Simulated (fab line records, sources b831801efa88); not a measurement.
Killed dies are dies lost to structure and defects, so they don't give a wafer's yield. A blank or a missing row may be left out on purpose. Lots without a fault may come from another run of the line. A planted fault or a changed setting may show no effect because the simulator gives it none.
One fault seen from 2 desks | flow sky130 | each desk has only its own numbers; what lay behind them comes last

THE METROLOGY DESK
What the gauges read, lot by lot, whatever tool the lot ran on: means of the sampled wafers that have a number. A lot is out of limits, marked OUT, if its mean lies more than 4 standard deviations from the usual mean; the brackets give that distance.
Columns: A = cd_nm at SKY_METAL1_CD_MEAS_15, usual 139.7 nm; B = VIA1_BOW at SKY_VIA1_BOW_MEAS_03, usual 81 um; C = METAL2_ALCU_THK at SKY_METAL2_THK_MEAS_06, usual 254 nm
lot  | first seen here | A     | B  | C
L690 | day 33 05:14    | 138.9 | 77 | 256
L692 | day 33 16:24    | 140.3 | 91 | 256
L694 | day 34 19:28    | 140.7 | 80 | 251
L695 | day 35 05:56    | 140.1 | 78 | 252
L699 | day 36 11:37    | 138.5 | 73 | 254
L698 | day 36 12:55    | 139.7 | 80 | 258
L701 | day 36 23:28    | 139.2 | 88 | 253
L702 | day 37 00:05    | 140.4 | 84 | 258
L703 | day 37 04:53    | 140.3 | 90 | 251
L704 | day 37 20:40    | 141.4 | 81 | 253
L705 | day 38 01:41    | 140.6 | 80 | 257
L707 | day 38 14:19    | 139.2 | 88 | 253
L708 | day 38 16:34    | 139.5 | 83 | 256
L712 | day 39 21:31    | 140.0 | 80 | 253
This desk's finding: nothing out of limits on any of the 14 lots.

THE TOOL OWNER'S DESK: litho_track-01
The tool's own readings at SKY_METAL2_SOFTBAKE_11 (time 90 s): means of the sampled wafers that have a number, for each lot that ran on this tool. A lot is out of limits, marked OUT, if its mean lies more than 4 standard deviations from the usual mean; the brackets give that distance.
Columns: A = exhaust_pa at SKY_METAL2_SOFTBAKE_11, usual 45.0 Pa; B = plate_temp_C at SKY_METAL2_SOFTBAKE_11, usual 100.04 C; C = run_length_s at SKY_METAL2_SOFTBAKE_11, usual 119.42 s
lot  | first seen here | A    | B      | C
L690 | day 34 23:00    | 44.5 | 99.98  | 119.74
L692 | day 35 11:00    | 46.1 | 100.26 | 119.52
L701 | day 38 16:00    | 44.2 | 99.99  | 119.46
L702 | day 38 18:00    | 43.8 | 100.04 | 119.53
L703 | day 38 22:00    | 45.5 | 100.02 | 119.65
L704 | day 39 13:00    | 44.4 | 100.12 | 119.53
L705 | day 39 19:00    | 44.9 | 99.98  | 146.02 (+99 or more) OUT
L707 | day 40 06:00    | 45.0 | 100.13 | 146.07 (+99 or more) OUT
This desk's finding: out of limits on L705, L707; first on L705, day 39 19:00 (run_length_s at SKY_METAL2_SOFTBAKE_11). In limits: L690, L692, L701, L702, L703, L704.

PUT TOGETHER
The tool owner's desk could have raised an alarm at day 39 19:00, on L705, L707.
The metrology desk saw nothing out of limits.
The metrology desk has L705, L707 on record, within its limits.
Of the lots named, all ran SKY_METAL2_SOFTBAKE_11 on litho_track-01.

WHAT THE SIMULATOR HAD PUT IN
Process parameter drift: litho_track-01, from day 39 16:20 on, at SKY_METAL2_SOFTBAKE_11. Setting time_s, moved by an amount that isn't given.
Lots struck among those shown: L705, L707.
Hours from the fault's start to each desk's first reading out of limits: the tool owner's desk, 3.
